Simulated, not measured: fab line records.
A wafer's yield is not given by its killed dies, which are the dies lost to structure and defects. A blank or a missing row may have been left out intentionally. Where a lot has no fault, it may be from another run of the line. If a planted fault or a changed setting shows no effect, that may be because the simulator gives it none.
Which tool is to blame? ; flow sky130 ; Sampling: 12 lots, 36 wafers, 5 of 708 route steps

WHAT THE GAUGES SHOWED, per wafer
SKY_VT_ADJUST_LVTN_TW_MEAS_21.
lot;measured;on;VT_ADJUST_LVTN_2_TW
L668;day 7 17:52;film metro-01;185.9 186.7 186.4
L671;day 8 14:58;film metro-01;186.4 186.8 187.0
L672;day 8 21:35;film metro-01;186.9 186.8 187.0
L678;day 10 10:35;film metro-01;188.6 188.4 188.5
L681;day 11 10:28;film metro-04;185.8 186.4 187.7
L682;day 11 12:07;film metro-02;188.2 189.5 189.8
L686;day 12 15:05;film metro-01;187.3 187.5 186.7
L687;day 13 00:51;film metro-02;189.5 189.6 190.2
L688;day 13 10:44;film metro-01;188.4 188.2 188.9
L689;day 13 16:31;film metro-02;188.7 188.9 189.5
L690;day 13 21:17;film metro-01;188.5 188.1 188.4
L691;day 14 03:44;film metro-02;189.0 188.6 189.4

SKY_VT_ADJUST_NCORE_CD_MEAS_07: the cd target is 380 nm.
lot;measured;on;cd nm (nm)
L668;day 8 12:41;cd sem-02;378.6 378.7 377.1
L671;day 9 11:34;cd sem-01;384.1 379.4 382.5
L672;day 9 19:05;cd sem-01;376.5 378.1 379.8
L678;day 11 08:28;cd sem-02;378.3 379.0 381.1
L681;day 12 10:05;cd sem-01;377.5 378.5 378.6
L682;day 12 12:08;cd sem-02;378.4 377.6 378.2
L686;day 13 15:55;cd sem-02;381.3 380.5 381.1
L687;day 14 02:20;cd sem-02;377.4 377.8 379.5
L688;day 14 12:50;cd sem-01;381.9 382.3 382.7
L689;day 14 18:38;cd sem-02;382.2 381.6 380.0
L690;day 14 23:37;cd sem-02;382.1 383.1 384.0
L691;day 15 06:46;cd sem-01;385.0 387.9 387.8

SKY_VT_ADJUST_PCH_TW_MEAS_10.
lot;measured;on;VT_ADJUST_PCH_TW
L668;day 10 08:43;film metro-01;142.9 143.6 142.9
L671;day 11 09:28;film metro-03;142.9 143.0 143.4
L672;day 11 15:57;film metro-02;143.8 143.5 144.5
L678;day 13 10:28;film metro-03;153.5 154.0 153.4
L681;day 14 14:22;film metro-02;153.8 153.7 153.8
L682;day 14 16:53;film metro-02;154.3 154.5 154.9
L686;day 15 22:53;film metro-02;143.6 142.3 143.4
L687;day 16 09:54;film metro-03;144.0 144.1 143.8
L688;day 16 20:59;film metro-01;142.9 142.3 141.9
L689;day 17 03:03;film metro-03;141.9 142.5 142.1
L690;day 17 07:41;film metro-02;143.4 143.4 143.2
L691;day 17 16:13;film metro-01;143.0 141.8 142.6

WHICH TOOL RAN EACH LOT (tool, then ch and the chambers of the sampled wafers, then the start)
lot;SKY_VT_ADJUST_LVTN_STRIP_20;SKY_VT_ADJUST_PCH_IMPLANT_08
L668;plasma asher-04 ch 0, day 7 17:45;implanter-02 ch 0, day 10 08:25
L671;plasma asher-04 ch 0,1, day 8 14:52;implanter-03 ch 0, day 11 09:16
L672;plasma asher-02 ch 0,1, day 8 21:29;implanter-03 ch 0, day 11 15:42
L678;plasma asher-04 ch 0,1, day 10 10:29;implanter-02 ch 0, day 13 10:16
L681;plasma asher-02 ch 0,1, day 11 10:23;implanter-02 ch 0, day 14 14:09
L682;plasma asher-02 ch 0,1, day 11 12:01;implanter-02 ch 0, day 14 16:38
L686;plasma asher-04 ch 0,1, day 12 14:59;implanter-03 ch 0, day 15 22:38
L687;plasma asher-04 ch 0,1, day 13 00:45;implanter-03 ch 0, day 16 09:39
L688;plasma asher-03 ch 0,1, day 13 10:38;implanter-02 ch 0, day 16 20:46
L689;plasma asher-03 ch 0,1, day 13 16:26;implanter-02 ch 0, day 17 02:50
L690;plasma asher-03 ch 0, day 13 21:11;implanter-02 ch 0, day 17 07:27
L691;plasma asher-03 ch 0,1, day 14 03:37;implanter-02 ch 0, day 17 15:58
- SKY_VT_ADJUST_LVTN_STRIP_20: strips in O2/N2.
- SKY_VT_ADJUST_PCH_IMPLANT_08

WHAT THE TOOLS THEMSELVES READ (means of the sampled wafers that have a number; where no wafer has one, the mark that the record gives instead)
SKY_VT_ADJUST_LVTN_STRIP_20.
lot;tool;drypump motor current A (A);n2 flow sccm (sccm);oes product au (a.u.);strip time to endpoint s (s)
L668;plasma asher-04;5.6;299.7;0.717;14.16
L671;plasma asher-04;5.8;299.7;0.720;14.22
L672;plasma asher-02;5.6;300.1;0.714;14.16
L678;plasma asher-04;5.8;299.6;0.717;14.15
L681;plasma asher-02;5.8;299.5;0.713;14.17
L682;plasma asher-02;5.9;300.4;0.717;14.20
L686;plasma asher-04;5.8;300.4;0.717;14.12
L687;plasma asher-04;6.1;300.0;0.716;14.17
L688;plasma asher-03;5.4;299.7;0.717;14.21
L689;plasma asher-03;5.6;299.8;0.713;14.21
L690;plasma asher-03;5.7;300.0;0.713;14.12
L691;plasma asher-03;5.6;300.1;0.717;14.16

SKY_VT_ADJUST_PCH_IMPLANT_08.
lot;tool;beam on s (s);dose ions cm2;faraday current uA
L668;implanter-02;10.13;5e+11;2.79
L671;implanter-03;10.14;5e+11;2.78
L672;implanter-03;10.07;5e+11;2.81
L678;implanter-02;10.25;7e+11;3.66
L681;implanter-02;9.82;7e+11;3.82
L682;implanter-02;10.03;7e+11;3.75
L686;implanter-03;10.08;5e+11;2.79
L687;implanter-03;9.73;5e+11;2.89
L688;implanter-02;9.92;5e+11;2.84
L689;implanter-02;10.00;5e+11;2.82
L690;implanter-02;9.99;5e+11;2.82
L691;implanter-02;9.93;5e+11;2.84

THE ANSWER, worked out from the rows above alone
Rule: what is usual is taken from the lots themselves. Put in order of their means at a reading, lots are off if they are a third of the lots or fewer, leave a main group of 4 or more, and stand apart from it by a gap of 3 or more times the standard deviation of the main group's means; of several such gaps the widest counts. The tables above print the reading to a certain number of digits; a main group whose means all agree to those digits is not used. A lot without any number at a reading at which 4 lots or more have one is off too. All remaining lots with rows at the step are treated as sound. The gauges are gone through in route order, then the tools' own readings, and for those a lot's mean is taken as printed above. The first step at which some lot is off is used, and at that step the reading that is off furthest; a lot without a number counts as furthest.
Off: L678, L681, L682, at SKY_VT_ADJUST_PCH_TW_MEAS_10 (VT_ADJUST_PCH_TW). The main group: mean 143.1, standard deviation 0.61.
A tool fits if, at a process step before that reading, it ran every lot that is off, and no sound lot after the first of them. The gauges at SKY_VT_ADJUST_PCH_TW_MEAS_10 aren't tried: what is off there is off at SKY_VT_ADJUST_PCH_IMPLANT_08 too, on other tools, and a gauge's error can't cause that. Of those tried, none fits.

WHAT THE SIMULATOR HAD PUT IN
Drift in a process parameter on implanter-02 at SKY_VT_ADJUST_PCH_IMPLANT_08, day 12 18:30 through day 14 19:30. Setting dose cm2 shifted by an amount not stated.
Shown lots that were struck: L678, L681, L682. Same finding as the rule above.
